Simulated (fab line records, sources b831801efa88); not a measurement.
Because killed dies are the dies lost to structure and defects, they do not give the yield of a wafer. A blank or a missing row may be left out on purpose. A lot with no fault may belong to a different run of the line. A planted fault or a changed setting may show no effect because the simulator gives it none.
Comparing a struck lot with a sound one | flow sky130 | 20 steps out of a route of 708
Sound: wafers L811.1, L811.2, L811.6. Struck: wafer L817.3; the same lot's L817.6 was not struck, so it is left out; see the end for the cause.
Each step with rows lists, per side, the tool, then ch with its chambers, then its first start. Under that, the readings that differ: sound wafers | struck wafers | difference of the means | sigmas: that difference in standard deviations of wafers without a fault.
alike: same words and numbers on both sides, and readings whose means sit less than 2 such deviations apart. not compared: any withheld reading, any reading some wafer has no value for, any bound like >300 that may hide the same value, and any number with overlapping values for which the record gives no deviation.
The two part at a step that has a row with sigmas, a row that says differs or no value, or rows on one side only. Numbers that don't overlap but have no deviation are shown without sigmas and don't part them. A reading missing from all wafers of one side parts the sides only when that side holds two or more wafers.

first, 6 steps without rows for these wafers: SKY_VT_ADJUST_PCH_HMDS_01 (prime time 60 s); SKY_VT_ADJUST_PCH_COAT_02 (resist thk 3000 nm); SKY_VT_ADJUST_PCH_SOFTBAKE_03; SKY_VT_ADJUST_PCH_EXPOSE_04 (exposes mask NWM, target cd 840 nm); SKY_VT_ADJUST_PCH_PEB_05; SKY_VT_ADJUST_PCH_DEVELOP_06 (develop time 60 s).
SKY_VT_ADJUST_PCH_OVL_MEAS_07:
  struck on overlay-02, day 16 06:27; sound on overlay-02, day 14 07:43
  alike: VT_ADJUST_PCH_OVL
after that, 1 step had no rows for these wafers: SKY_VT_ADJUST_PCH_IMPLANT_08.
SKY_VT_ADJUST_PCH_STRIP_09: strips in O2/N2.
  sound on plasmaAsher-01 ch 0,1, day 14 07:54; struck on plasmaAsher-02 ch 1, day 16 06:40
  alike: drypumpMotorCurrentA, oesProductAu, stripTimeToEndpointS
  not compared: rfHoursCounterH
SKY_VT_ADJUST_PCH_TW_MEAS_10:
  struck on filmMetro-03, day 16 06:45; sound on filmMetro-03, day 14 08:00
  alike: VT_ADJUST_PCH_TW
then, 2 steps without rows for these wafers: SKY_SONOS_TUNNEL_DEHYDRATE_00 (time 60 s); SKY_SONOS_TUNNEL_HMDS_01 (prime time 60 s).
SKY_SONOS_TUNNEL_COAT_02: resist thk 1140 nm.
  sound on lithoTrack-02 ch 0, day 14 20:10; struck on lithoTrack-02 ch 0, day 16 20:22
reading                                          | sound          | struck | difference | sigmas
model.NOVOLAK_of_SONOS_TUNNEL_COAT_02.thkNm (nm) | 1135 1143 1138 | 1011   | -128       | 
then, 3 steps without rows for these wafers: SKY_SONOS_TUNNEL_SOFTBAKE_03 (time 60 s); SKY_SONOS_TUNNEL_EXPOSE_04 (exposes mask TUNM, target cd 410 nm); SKY_SONOS_TUNNEL_PEB_05.
SKY_SONOS_TUNNEL_DEVELOP_06: develop time 60 s.
  sound on lithoTrack-02 ch 0, day 15 09:07; struck on lithoTrack-02 ch 0, day 17 10:22
reading                                          | sound          | struck | difference | sigmas
model.NOVOLAK_of_SONOS_TUNNEL_COAT_02.thkNm (nm) | 1134 1143 1137 | 1010   | -128       | 
SKY_SONOS_TUNNEL_CD_MEAS_07: the cd target is 410 nm.
  struck on cdSem-01, day 17 10:30; sound on cdSem-02, day 15 09:16
reading   | sound             | struck | difference | sigmas
cdNm (nm) | 411.0 412.7 409.9 | 425.9  | +14.7      | +7
SKY_SONOS_TUNNEL_OVL_MEAS_08:
  struck on overlay-02, day 17 10:35; sound on overlay-01, day 15 09:23
  alike: SONOS_TUNNEL_OVL
after that, 1 step had no rows for these wafers: SKY_PAD_OPEN_PROBE_99.

== WHERE THEY PART ==
Only at SKY_SONOS_TUNNEL_CD_MEAS_07, within this record. Later steps at which nothing parts them and some readings are alike: SKY_SONOS_TUNNEL_OVL_MEAS_08.

WHY: what the simulator had put in
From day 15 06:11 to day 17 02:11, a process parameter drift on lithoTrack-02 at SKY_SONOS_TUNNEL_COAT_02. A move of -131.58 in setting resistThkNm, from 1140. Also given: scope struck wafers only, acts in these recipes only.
